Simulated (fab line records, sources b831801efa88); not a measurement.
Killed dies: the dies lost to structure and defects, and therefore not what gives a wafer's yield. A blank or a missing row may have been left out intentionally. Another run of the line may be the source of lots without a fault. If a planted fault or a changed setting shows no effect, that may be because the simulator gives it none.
Chamber matching :: flow gf180mcu :: 3 sister chambers for GF_M4_STRIP_18 on wetBench-01
The step strips in post etch residue remover, time 1200 s. 14 wafers are shown with their chamber, then 4 later ones without.

## WAFERS, EACH WITH ITS CHAMBER
wafer: L316.1
chamber: 0
bathHeatDutyPct (%): 14.1

wafer: L316.2
chamber: 0
bathHeatDutyPct (%): 16.1

wafer: L316.5
chamber: 0
bathHeatDutyPct (%): 15.0

wafer: L317.1
chamber: 1
bathHeatDutyPct (%): 14.6

wafer: L317.5
chamber: 1
bathHeatDutyPct (%): 17.4

wafer: L317.6
chamber: 1
bathHeatDutyPct (%): 14.3

wafer: L324.1
chamber: 0
bathHeatDutyPct (%): 15.1

wafer: L324.3
chamber: 0
bathHeatDutyPct (%): 16.6

wafer: L324.5
chamber: 0
bathHeatDutyPct (%): 15.5

wafer: L325.1
chamber: 3
bathHeatDutyPct (%): 13.4

wafer: L325.3
chamber: 3
bathHeatDutyPct (%): 11.9

wafer: L325.4
chamber: 3
bathHeatDutyPct (%): 13.5

wafer: L326.1
chamber: 3
bathHeatDutyPct (%): 12.5

wafer: L326.5
chamber: 3
bathHeatDutyPct (%): 13.5

SIGNATURES (means of the wafers above)
reading: bathHeatDutyPct
chamber 0: 15.400
chamber 1: 15.433
chamber 3: 12.960
scatter within a chamber: 1.04
Rule: a wafer lies at a distance from a chamber equal to the root of the sum of squares, over the readings, of (its reading less the chamber's mean, divided by the reading's scatter). The wafer belongs to the nearest chamber; if the next one is less than 2 further off, it can't be placed. The scatter: take each reading less its chamber's mean, square it, sum over the shown wafers, divide by the number of wafers less the number of chambers, and take the root.

## WAFERS WITHOUT THEIR CHAMBER
wafer: L326.6
bathHeatDutyPct (%): 12.7

wafer: L327.1
bathHeatDutyPct (%): 12.2

wafer: L327.2
bathHeatDutyPct (%): 12.8

wafer: L327.5
bathHeatDutyPct (%): 12.8

## EACH ONE'S CHAMBER
wafer: L326.6
from the rows above: 3
in truth: 3

wafer: L327.1
from the rows above: 3
in truth: 3

wafer: L327.2
from the rows above: 3
in truth: 3

wafer: L327.5
from the rows above: 3
in truth: 3
4 of 4 placed correctly. From these rows, 0 cannot be placed. Wrongly placed: 0.
